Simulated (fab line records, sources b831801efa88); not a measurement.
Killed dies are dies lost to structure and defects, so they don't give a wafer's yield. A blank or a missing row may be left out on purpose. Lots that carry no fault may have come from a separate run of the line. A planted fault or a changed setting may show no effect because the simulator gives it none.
fab line records	flow gf180mcu
record: lots: 24	wafers: 72	last_day: 34
route steps=602 shown DNWELL@41 VT_IMPLANT@97 POLY_GATE@167 HV_LDD@187
lots untouched by any fault: they come from a run of this same line in which no faults occurred
start_h: hours from the record's first day to the start of the lot's first wafer shown	wait_h: hours from the lot's prior step to this one	" the same as in the row above	L1.1+2: a single row standing in for several wafers	- no value, or no start given	* or withheld: withheld	< > ~ a bound
route shown NAME@n: a module of which the file shows steps, and the number in the route of the first	usual: mean/standard deviation taken from wafers without a fault	same: alike in all rows	chamber/n: place in a boat	sites: the reading at each site	_std_site: how widely they spread, as a standard deviation	_edge_site: mean of outer sites minus mean of inner sites	radius_mm: how far each site lies from the wafer's centre	mask NAME#n: copy n	behind: the most recent tool/chamber to have shaped the wafer	hold: the reason the lot was held/the length of the hold in hours/how it ended	device: which transistor (n, p or np) failed to switch	end of line: tests of these same wafers at the route's end	for a step that has no rows: nothing shown but its recipe	killed: dies lost to structure and defects at the first sort, not the wafer's yield	map: a wafer's dies, x killed, . not, _ none there
set.NAME: the setting that was run; set.NAME@STEP: the one run at that earlier step	model.NAME: the simulator's own value behind a step, which no gauge read
the route's steps for a sample of lots (tables are steps, rows are wafers)
services: from which hour (start_h, from the record's first day; less than 0 if before it) a tool's chamber was out of use, for how many hours, and why
== steps ==
step: GF_DNWELL_TW_MEAS_09
usual: DNWELL_TW: 1331/9.9
lot.wafer	tool	chamber	start_h	wait_h	DNWELL_TW
L074.4	film_metro-01	-	43.89	0.1	1337
L074.5	"	-	"	"	1345
L074.6	"	-	"	"	1345
L075.1	film_metro-04	-	48.16	0.1	1342
L075.2	"	-	"	"	1345
L075.6	"	-	"	"	1350
L076.1	film_metro-02	-	55.66	0.1	1321
L076.3	"	-	"	"	1324
L076.4	"	-	"	"	1322
L077.2	film_metro-02	-	58.37	0.1	1315
L077.3	"	-	"	"	1323
L077.5	"	-	"	"	1321
L078.1	film_metro-02	-	63.06	0.1	1318
L078.2	"	-	"	"	1319
L078.4	"	-	"	"	1320
L079.1	film_metro-02	-	69.86	0.1	1328
L079.3	"	-	"	"	1324
L079.4	"	-	"	"	1322
L080.3	film_metro-02	-	76.98	0.1	1321
L080.5	"	-	"	"	1319
L080.6	"	-	"	"	1317
L081.2	film_metro-04	-	86.72	0.1	1328
L081.5	"	-	"	"	1331
L081.6	"	-	"	"	1325
L082.2	film_metro-04	-	93.32	0.1	1333
L082.4	"	-	"	"	1332
L082.5	"	-	"	"	1332
L083.1	film_metro-04	-	93.46	0.1	1325
L083.2	"	-	"	"	1325
L083.6	"	-	"	"	1329
L084.1	film_metro-01	-	102.51	0.1	1331
L084.3	"	-	"	"	1329
L084.6	"	-	"	"	1323
L085.1	film_metro-02	-	108.65	0.1	1330
L085.3	"	-	"	"	1335
L085.6	"	-	"	"	1333
L086.3	film_metro-04	-	112.98	0.1	1330
L086.5	"	-	"	"	1326
L086.6	"	-	"	"	1331
L088.1	film_metro-02	-	122.91	0.1	1341
L088.3	"	-	"	"	1347
L088.6	"	-	"	"	1342
L087.1	film_metro-01	-	123.26	0.1	1335
L087.4	"	-	"	"	1332
L087.6	"	-	"	"	1343
L090.1	film_metro-04	-	131.41	0.1	1330
L090.4	"	-	"	"	1328
L090.5	"	-	"	"	1331
L089.1	film_metro-01	-	131.76	0.1	1338
L089.3	"	-	"	"	1343
L089.4	"	-	"	"	1346
L091.2	film_metro-01	-	136.76	0.1	1344
L091.3	"	-	"	"	1336
L091.6	"	-	"	"	1339
L092.1	film_metro-02	-	141.31	0.1	1333
L092.2	"	-	"	"	1334
L092.3	"	-	"	"	1330
L093.1	film_metro-04	-	148.01	0.1	1323
L093.3	"	-	"	"	1328
L093.6	"	-	"	"	1334
L094.1	film_metro-02	-	153.31	0.1	1326
L094.4	"	-	"	"	1331
L094.5	"	-	"	"	1335
L095.1	film_metro-01	-	154.85	0.1	1341
L095.3	"	-	"	"	1348
L095.4	"	-	"	"	1348
L096.2	film_metro-01	-	159.76	0.1	1342
L096.4	"	-	"	"	1341
L096.5	"	-	"	"	1346
L097.1	film_metro-02	-	164.66	0.1	1322
L097.2	"	-	"	"	1316
L097.6	"	-	"	"	1320
step: GF_VT_IMPLANT_OVL_MEAS_07
usual: VT_IMPLANT_OVL: 0.4/1.3
lot.wafer	tool	chamber	start_h	wait_h	VT_IMPLANT_OVL[nm]
L074.4	overlay-01	-	110.78	0.1	-0.9
L074.5	"	-	"	"	-0.6
L074.6	"	-	"	"	0.6
L075.1	overlay-02	-	112.91	0.1	0.1
L075.2	"	-	"	"	3.3
L075.6	"	-	"	"	0.7
L076.1	overlay-02	-	121.46	0.1	-1.2
L076.3	"	-	"	"	-1.8
L076.4	"	-	"	"	-1.1
L077.2	overlay-02	-	125.86	0.1	0.6
L077.3	"	-	"	"	1.0
L077.5	"	-	"	"	0.4
L078.1	overlay-02	-	129.61	0.1	0.0
L078.2	"	-	"	"	2.8
L078.4	"	-	"	"	1.3
L079.1	overlay-01	-	139.66	0.1	1.2
L079.3	"	-	"	"	1.5
L079.4	"	-	"	"	2.0
L080.3	overlay-02	-	148.18	0.1	1.6
L080.5	"	-	"	"	0.6
L080.6	"	-	"	"	0.5
L081.2	overlay-02	-	158.86	0.1	1.5
L081.5	"	-	"	"	2.4
L081.6	"	-	"	"	3.0
L082.2	overlay-01	-	167.17	0.1	1.9
L082.4	"	-	"	"	0.0
L082.5	"	-	"	"	-0.5
L083.1	overlay-02	-	168.06	0.1	2.4
L083.2	"	-	"	"	1.9
L083.6	"	-	"	"	2.3
L084.1	overlay-01	-	179.36	0.1	2.4
L084.3	"	-	"	"	3.2
L084.6	"	-	"	"	2.0
L085.1	overlay-02	-	185.96	0.1	0.0
L085.3	"	-	"	"	2.0
L085.6	"	-	"	"	1.1
L086.3	overlay-02	-	191.02	0.1	-1.1
L086.5	"	-	"	"	1.4
L086.6	"	-	"	"	0.6
L088.1	overlay-02	-	202.06	0.1	0.7
L088.3	"	-	"	"	-1.7
L088.6	"	-	"	"	-1.3
L087.1	overlay-01	-	202.56	0.1	0.0
L087.4	"	-	"	"	-0.6
L087.6	"	-	"	"	0.9
L090.1	overlay-01	-	212.76	0.1	1.0
L090.4	"	-	"	"	0.2
L090.5	"	-	"	"	1.7
L089.1	overlay-02	-	214.31	0.1	0.8
L089.3	"	-	"	"	-0.3
L089.4	"	-	"	"	-0.5
L091.2	overlay-01	-	218.87	0.1	-2.6
L091.3	"	-	"	"	1.4
L091.6	"	-	"	"	-1.0
L092.1	overlay-01	-	224.51	0.1	1.2
L092.2	"	-	"	"	2.1
L092.3	"	-	"	"	-0.4
L093.1	overlay-02	-	231.66	0.1	-1.1
L093.3	"	-	"	"	0.1
L093.6	"	-	"	"	-1.1
L094.1	overlay-01	-	238.91	0.1	-0.5
L094.4	"	-	"	"	1.8
L094.5	"	-	"	"	1.0
L095.1	overlay-01	-	240.14	0.2	0.2
L095.3	"	-	"	"	0.6
L095.4	"	-	"	"	0.4
L096.2	overlay-02	-	247.31	0.1	-2.5
L096.4	"	-	"	"	-1.5
L096.5	"	-	"	"	-0.2
L097.1	overlay-01	-	254.11	0.1	1.6
L097.2	"	-	"	"	0.5
L097.6	"	-	"	"	0.3
step: GF_VT_IMPLANT_STRIP_31
recipe: chemistry: O2/N2	power_w: 1400	pressure_mtorr: 1500	platen_temp_c: 250	o2_flow_sccm: 3000	n2_flow_sccm: 300	overash_fraction: 0.5
usual: drypump_motor_current_A: 5.4/0.5	heater_power_w: 331/21	oes_product_au: 0.716/0.0048	strip_time_to_endpoint_s: 12.64/0.042
lot.wafer	tool	chamber	start_h	wait_h	drypump_motor_current_A	heater_power_w	oes_product_au	rf_hours_counter_h	strip_time_to_endpoint_s
L074.4	plasma_asher-02	1	140.23	0.1	5.9	318	0.712	-	12.71
L074.5	"	0	"	"	5.2	378	0.716	-	12.68
L074.6	"	1	"	"	6.0	313	0.722	-	12.63
L075.1	plasma_asher-01	1	142.05	0.1	6.1	348	0.722	33	12.67
L075.2	"	0	"	"	5.6	343	0.715	33	12.65
L075.6	"	0	"	"	5.6	342	0.714	-	12.69
L076.1	plasma_asher-01	0	151.59	0.1	5.6	348	0.719	34	12.61
L076.3	"	1	"	"	6.1	344	0.722	-	12.61
L076.4	"	0	"	"	5.6	349	0.714	-	12.60
L077.2	plasma_asher-02	1	157.50	0.1	5.9	316	0.712	45	12.63
L077.3	"	1	"	"	6.0	312	0.726	-	12.64
L077.5	"	0	"	"	5.2	373	0.709	-	12.62
L078.1	plasma_asher-03	1	159.60	0.1	5.2	313	0.715	4	12.70
L078.2	"	0	"	"	4.7	321	0.716	4	12.70
L078.4	"	1	"	"	5.2	307	0.709	-	12.71
L079.1	plasma_asher-02	0	171.89	0.1	5.3	369	0.725	47	12.62
L079.3	"	0	"	"	5.3	374	0.718	-	12.64
L079.4	"	1	"	"	6.0	315	0.720	-	12.61
L080.3	plasma_asher-03	0	181.08	0.1	4.7	312	0.712	-	12.58
L080.5	"	1	"	"	5.2	313	0.711	-	12.61
L080.6	"	0	"	"	4.7	312	0.721	-	12.62
L081.2	plasma_asher-01	1	190.99	0.1	6.0	346	0.721	38	12.71
L081.5	"	0	"	"	5.6	349	0.710	-	12.67
L081.6	"	1	"	"	6.1	348	0.717	-	12.66
L082.2	plasma_asher-03	1	200.44	0.1	5.2	314	0.719	8	12.75
L082.4	"	1	"	"	5.2	324	0.719	-	12.66
L082.5	"	0	"	"	4.7	309	0.709	-	12.74
L083.1	plasma_asher-03	1	201.84	0.1	5.2	314	0.719	8	12.61
L083.2	"	0	"	"	4.6	320	0.716	8	12.63
L083.6	"	0	"	"	4.7	310	0.712	-	12.68
L084.1	plasma_asher-01	0	214.19	0.1	5.6	352	0.710	40	12.65
L084.3	"	0	"	"	5.6	333	0.716	-	12.62
L084.6	"	0	"	"	5.6	346	0.725	-	12.58
L085.1	plasma_asher-03	1	220.40	0.1	5.2	302	0.714	10	12.58
L085.3	"	0	"	"	4.6	317	0.712	-	12.61
L085.6	"	1	"	"	5.2	310	0.721	-	12.62
L086.3	plasma_asher-03	1	226.08	0.1	5.2	320	0.711	-	12.54
L086.5	"	0	"	"	4.7	315	0.711	-	12.56
L086.6	"	1	"	"	5.2	319	0.712	-	12.58
L088.1	plasma_asher-03	0	237.69	0.1	4.7	313	0.710	12	12.64
L088.3	"	0	"	"	4.6	317	0.719	-	12.64
L088.6	"	0	"	"	4.7	319	0.721	-	12.56
L087.1	plasma_asher-01	0	239.39	0.1	5.6	345	0.717	43	12.60
L087.4	"	0	"	"	5.6	345	0.719	-	12.58
L087.6	"	0	"	"	5.6	342	0.708	-	12.60
L090.1	plasma_asher-02	0	249.64	0.1	5.2	366	0.719	55	12.64
L090.4	"	1	"	"	6.0	315	0.718	-	12.63
L090.5	"	1	"	"	5.9	315	0.722	-	12.63
L089.1	plasma_asher-02	1	250.55	0.1	6.0	312	0.719	55	12.68
L089.3	"	0	"	"	5.2	361	0.716	-	12.67
L089.4	"	1	"	"	6.0	311	0.716	-	12.70
L091.2	plasma_asher-01	0	254.95	0.1	5.6	352	0.718	45	12.60
L091.3	"	1	"	"	6.1	344	0.712	-	12.64
L091.6	"	0	"	"	5.6	343	0.714	-	12.63
L092.1	plasma_asher-01	0	261.14	0.1	5.6	346	0.715	45	12.60
L092.2	"	1	"	"	6.1	357	0.712	45	12.62
L092.3	"	1	"	"	6.1	351	0.718	-	12.60
L093.1	plasma_asher-01	0	269.14	0.1	5.6	330	0.717	46	12.62
L093.3	"	1	"	"	6.1	350	0.717	-	12.69
L093.6	"	1	"	"	6.1	342	0.711	-	12.66
L094.1	plasma_asher-03	1	276.30	0.1	5.2	315	0.705	16	12.66
L094.4	"	1	"	"	5.2	316	0.719	-	12.63
L094.5	"	1	"	"	5.2	319	0.710	-	12.68
L095.1	plasma_asher-02	1	278.69	0.1	5.9	308	0.712	57	12.58
L095.3	"	0	"	"	5.3	365	0.716	-	12.64
L095.4	"	1	"	"	6.0	315	0.715	-	12.63
L096.2	plasma_asher-03	0	285.69	0.1	4.7	317	0.713	17	12.63
L096.4	"	1	"	"	5.2	310	0.717	-	12.64
L096.5	"	1	"	"	5.2	315	0.717	-	12.63
L097.1	plasma_asher-03	0	292.89	0.1	4.7	311	0.715	18	12.65
L097.2	"	1	"	"	5.2	308	0.716	18	12.68
L097.6	"	1	"	"	5.2	312	0.714	-	12.68
step: GF_POLY_GATE_CD_MEAS_10
recipe: target_cd_nm: 280
usual: cd_nm: 279.8/1.4
lot.wafer	tool	chamber	start_h	wait_h	cd_nm
L074.4	cd_sem-01	-	201.06	0.1	281.9
L074.5	"	-	"	"	280.4
L074.6	"	-	"	"	281.1
L075.1	cd_sem-02	-	201.70	0.1	281.1
L075.2	"	-	"	"	281.1
L075.6	"	-	"	"	281.5
L076.1	cd_sem-01	-	207.36	0.1	282.8
L076.3	"	-	"	"	281.4
L076.4	"	-	"	"	281.9
L077.2	cd_sem-02	-	212.37	0.1	278.5
L077.3	"	-	"	"	279.0
L077.5	"	-	"	"	279.4
L078.1	cd_sem-01	-	217.86	0.1	280.3
L078.2	"	-	"	"	279.9
L078.4	"	-	"	"	280.9
L079.1	cd_sem-01	-	230.21	0.1	278.1
L079.3	"	-	"	"	278.5
L079.4	"	-	"	"	279.1
L080.3	cd_sem-02	-	238.65	0.1	281.8
L080.5	"	-	"	"	282.1
L080.6	"	-	"	"	280.7
L081.2	cd_sem-01	-	250.73	0.1	279.3
L081.5	"	-	"	"	279.1
L081.6	"	-	"	"	278.6
L082.2	cd_sem-01	-	261.33	0.1	280.8
L082.4	"	-	"	"	281.8
L082.5	"	-	"	"	281.6
L083.1	cd_sem-01	-	263.26	0.1	280.5
L083.2	"	-	"	"	281.5
L083.6	"	-	"	"	281.5
L084.1	cd_sem-01	-	274.10	0.1	278.1
L084.3	"	-	"	"	278.3
L084.6	"	-	"	"	279.2
L085.1	cd_sem-01	-	284.60	0.1	279.7
L085.3	"	-	"	"	279.2
L085.6	"	-	"	"	279.4
L086.3	cd_sem-01	-	291.04	0.1	280.1
L086.5	"	-	"	"	280.6
L086.6	"	-	"	"	279.5
L087.1	cd_sem-01	-	302.21	0.1	278.7
L087.4	"	-	"	"	279.0
L087.6	"	-	"	"	278.9
L088.1	cd_sem-02	-	304.50	0.1	281.6
L088.3	"	-	"	"	282.0
L088.6	"	-	"	"	280.5
L090.1	cd_sem-02	-	313.26	0.1	277.4
L090.4	"	-	"	"	277.5
L090.5	"	-	"	"	277.4
L089.1	cd_sem-01	-	317.50	0.1	279.0
L089.3	"	-	"	"	279.3
L089.4	"	-	"	"	279.0
L091.2	cd_sem-02	-	320.67	0.1	279.3
L091.3	"	-	"	"	279.0
L091.6	"	-	"	"	279.7
L092.1	cd_sem-02	-	328.01	0.1	279.6
L092.2	"	-	"	"	279.1
L092.3	"	-	"	"	278.9
L093.1	cd_sem-02	-	335.80	0.1	280.9
L093.3	"	-	"	"	279.9
L093.6	"	-	"	"	280.4
L094.1	cd_sem-01	-	342.45	0.1	277.1
L094.4	"	-	"	"	275.6
L094.5	"	-	"	"	277.8
L095.1	cd_sem-01	-	345.30	0.1	279.2
L095.3	"	-	"	"	279.8
L095.4	"	-	"	"	279.1
L096.2	cd_sem-02	-	357.52	0.1	281.0
L096.4	"	-	"	"	278.9
L096.5	"	-	"	"	280.2
L097.1	cd_sem-01	-	364.61	0.1	278.6
L097.2	"	-	"	"	277.3
L097.6	"	-	"	"	277.5
step: GF_HV_LDD_TW_MEAS_11
usual: HV_LDD_TW: 2392/19
lot.wafer	tool	chamber	start_h	wait_h	HV_LDD_TW
L074.4	film_metro-03	-	221.44	0.1	2418
L074.5	"	-	"	"	2424
L074.6	"	-	"	"	2413
L075.1	film_metro-01	-	222.06	0.1	2395
L075.2	"	-	"	"	2402
L075.6	"	-	"	"	2395
L076.1	film_metro-01	-	226.96	0.1	2381
L076.3	"	-	"	"	2389
L076.4	"	-	"	"	2380
L077.2	film_metro-03	-	231.52	0.1	2412
L077.3	"	-	"	"	2410
L077.5	"	-	"	"	2416
L078.1	film_metro-01	-	237.83	0.1	2387
L078.2	"	-	"	"	2379
L078.4	"	-	"	"	2394
L079.1	film_metro-01	-	251.11	0.1	2375
L079.3	"	-	"	"	2378
L079.4	"	-	"	"	2395
L080.3	film_metro-02	-	259.53	0.1	2371
L080.5	"	-	"	"	2377
L080.6	"	-	"	"	2376
L081.2	film_metro-02	-	271.27	0.1	2370
L081.5	"	-	"	"	2365
L081.6	"	-	"	"	2373
L082.2	film_metro-01	-	283.02	0.1	2389
L082.4	"	-	"	"	2400
L082.5	"	-	"	"	2398
L083.1	film_metro-01	-	284.21	0.1	2395
L083.2	"	-	"	"	2390
L083.6	"	-	"	"	2395
L084.1	film_metro-02	-	295.01	0.1	2381
L084.3	"	-	"	"	2371
L084.6	"	-	"	"	2352
L085.1	film_metro-03	-	306.76	0.1	2419
L085.3	"	-	"	"	2424
L085.6	"	-	"	"	2441
L086.3	film_metro-01	-	313.73	0.1	2402
L086.5	"	-	"	"	2403
L086.6	"	-	"	"	2394
L087.1	film_metro-01	-	324.51	0.1	2385
L087.4	"	-	"	"	2392
L087.6	"	-	"	"	2384
L088.1	film_metro-03	-	327.81	0.1	2433
L088.3	"	-	"	"	2433
L088.6	"	-	"	"	2440
L090.1	film_metro-02	-	336.51	0.1	2360
L090.4	"	-	"	"	2378
L090.5	"	-	"	"	2364
L089.1	film_metro-02	-	340.01	0.1	2372
L089.3	"	-	"	"	2386
L089.4	"	-	"	"	2369
L091.2	film_metro-01	-	343.17	0.1	2395
L091.3	"	-	"	"	2384
L091.6	"	-	"	"	2393
L092.1	film_metro-02	-	355.06	0.1	2378
L092.2	"	-	"	"	2368
L092.3	"	-	"	"	2375
L093.1	film_metro-01	-	362.41	0.1	2384
L093.3	"	-	"	"	2380
L093.6	"	-	"	"	2382
L094.1	film_metro-01	-	366.56	0.1	2380
L094.4	"	-	"	"	2386
L094.5	"	-	"	"	2390
L095.1	film_metro-01	-	370.31	0.1	2385
L095.3	"	-	"	"	2381
L095.4	"	-	"	"	2396
L096.2	film_metro-02	-	381.82	0.1	2383
L096.4	"	-	"	"	2384
L096.5	"	-	"	"	2397
L097.1	film_metro-03	-	389.06	0.1	2414
L097.2	"	-	"	"	2416
L097.6	"	-	"	"	2430
step: GF_HV_LDD_STRIP_22
recipe: chemistry: O2/N2	power_w: 1400	pressure_mtorr: 1500	platen_temp_c: 250	o2_flow_sccm: 3000	n2_flow_sccm: 300	overash_fraction: 0.5
usual: drypump_motor_current_A: 5.7/0.41	heater_power_w: 332/23	oes_product_au: 0.716/0.0048	strip_time_to_endpoint_s: 12.63/0.039
lot.wafer	tool	chamber	start_h	wait_h	drypump_motor_current_A	heater_power_w	oes_product_au	rf_hours_counter_h	strip_time_to_endpoint_s
L074.4	plasma_asher-02	0	239.85	0.1	5.2	370	0.715	-	12.61
L074.5	"	0	"	"	5.2	365	0.712	-	12.61
L074.6	"	1	"	"	6.0	323	0.721	-	12.61
L075.1	plasma_asher-01	1	240.11	0.1	6.1	353	0.713	43	12.62
L075.2	"	0	"	"	5.6	345	0.724	43	12.63
L075.6	"	1	"	"	6.0	349	0.717	-	12.61
L076.1	plasma_asher-04	1	245.96	0.1	6.0	292	0.713	58	12.65
L076.3	"	1	"	"	6.0	297	0.716	-	12.71
L076.4	"	0	"	"	5.1	339	0.722	-	12.67
L077.2	plasma_asher-04	1	250.41	0.1	6.0	291	0.711	58	12.68
L077.3	"	0	"	"	5.0	331	0.713	-	12.66
L077.5	"	0	"	"	5.0	339	0.716	-	12.62
L078.1	plasma_asher-01	0	256.66	0.1	5.6	351	0.719	45	12.64
L078.2	"	1	"	"	6.1	344	0.710	45	12.59
L078.4	"	1	"	"	6.1	356	0.723	-	12.59
L079.1	plasma_asher-01	1	270.51	0.1	6.1	355	0.720	47	12.61
L079.3	"	1	"	"	6.1	350	0.716	-	12.61
L079.4	"	0	"	"	5.6	342	0.712	-	12.60
L080.3	plasma_asher-01	0	278.54	0.1	5.6	349	0.717	-	12.61
L080.5	"	0	"	"	5.6	349	0.711	-	12.60
L080.6	"	1	"	"	6.1	343	0.710	-	12.58
L081.2	plasma_asher-01	1	290.01	0.1	6.1	346	0.712	49	12.63
L081.5	"	1	"	"	6.1	355	0.716	-	12.62
L081.6	"	0	"	"	5.6	343	0.720	-	12.67
L082.2	plasma_asher-01	0	302.56	0.1	5.6	346	0.714	50	12.65
L082.4	"	0	"	"	5.6	346	0.716	-	12.69
L082.5	"	1	"	"	6.0	348	0.716	-	12.69
L083.1	plasma_asher-04	0	304.26	0.1	5.1	344	0.715	64	12.64
L083.2	"	1	"	"	6.0	297	0.714	64	12.64
L083.6	"	1	"	"	6.0	289	0.718	-	12.65
L084.1	plasma_asher-04	0	315.61	0.1	5.0	340	0.714	65	12.67
L084.3	"	0	"	"	5.0	335	0.706	-	12.62
L084.6	"	1	"	"	6.0	293	0.706	-	12.60
L085.1	plasma_asher-04	1	328.01	0.1	6.0	300	0.719	66	12.58
L085.3	"	0	"	"	5.1	341	0.720	-	12.59
L085.6	"	1	"	"	6.0	297	0.716	-	12.61
L086.3	plasma_asher-04	1	333.84	0.1	6.0	289	0.711	-	12.64
L086.5	"	1	"	"	6.0	292	0.707	-	12.64
L086.6	"	0	"	"	5.0	331	0.697	-	12.66
L087.1	plasma_asher-04	1	345.01	0.1	6.0	302	0.713	68	12.60
L087.4	"	0	"	"	5.0	329	0.717	-	12.60
L087.6	"	1	"	"	6.0	297	0.710	-	12.61
L088.1	plasma_asher-01	1	348.06	0.1	6.1	345	0.716	55	12.60
L088.3	"	1	"	"	6.1	349	0.716	-	12.67
L088.6	"	0	"	"	5.6	352	0.711	-	12.61
L090.1	plasma_asher-02	1	357.46	0.1	6.0	317	0.710	65	12.65
L090.4	"	1	"	"	6.0	306	0.718	-	12.60
L090.5	"	1	"	"	6.0	311	0.712	-	12.69
L089.1	plasma_asher-01	1	362.01	0.1	6.1	343	0.722	56	12.54
L089.3	"	1	"	"	6.1	357	0.720	-	12.57
L089.4	"	0	"	"	5.6	344	0.722	-	12.57
L091.2	plasma_asher-02	0	365.26	0.1	5.3	361	0.715	66	12.69
L091.3	"	0	"	"	5.2	356	0.713	-	12.72
L091.6	"	0	"	"	5.3	364	0.725	-	12.68
L092.1	plasma_asher-01	1	377.41	0.1	6.1	346	0.718	58	12.65
L092.2	"	0	"	"	5.6	343	0.716	58	12.61
L092.3	"	0	"	"	5.6	352	0.716	-	12.59
L093.1	plasma_asher-04	1	384.81	0.1	6.0	299	0.715	73	12.61
L093.3	"	0	"	"	5.0	332	0.716	-	12.59
L093.6	"	0	"	"	5.1	331	0.722	-	12.56
L094.1	plasma_asher-04	1	388.66	0.1	6.0	305	0.720	73	12.60
L094.4	"	1	"	"	6.0	289	0.719	-	12.58
L094.5	"	0	"	"	5.0	336	0.716	-	12.63
L095.1	plasma_asher-02	1	392.46	0.1	5.9	314	0.716	68	12.73
L095.3	"	0	"	"	5.2	371	0.713	-	12.69
L095.4	"	1	"	"	5.9	306	0.717	-	12.70
L096.2	plasma_asher-04	0	404.85	0.1	5.1	343	0.719	75	12.59
L096.4	"	1	"	"	6.0	301	0.709	-	12.61
L096.5	"	0	"	"	5.0	339	0.705	-	12.67
L097.1	plasma_asher-04	0	412.81	0.1	5.0	334	0.718	76	12.66
L097.2	"	1	"	"	6.0	300	0.712	76	12.68
L097.6	"	1	"	"	6.0	300	0.717	-	12.64
== services ==
tool	chamber	start_h	hours	kind
plasma_asher-03	0	117.75	-	clean
plasma_asher-03	1	117.75	-	clean
plasma_asher-01	-	123.77	2.8	pm
plasma_asher-04	-	159.66	1.0	repair
plasma_asher-03	-	164.94	0.5	repair
plasma_asher-03	-	182.87	0.6	repair
plasma_asher-04	-	183.11	2.8	pm
plasma_asher-03	-	224.04	1.9	repair
plasma_asher-02	-	267.96	10.7	repair
plasma_asher-03	-	352.92	1.4	repair
plasma_asher-01	-	353.32	2.0	repair
plasma_asher-02	-	365.73	10.5	repair
plasma_asher-02	-	402.68	2.5	repair
== key ==
fault none
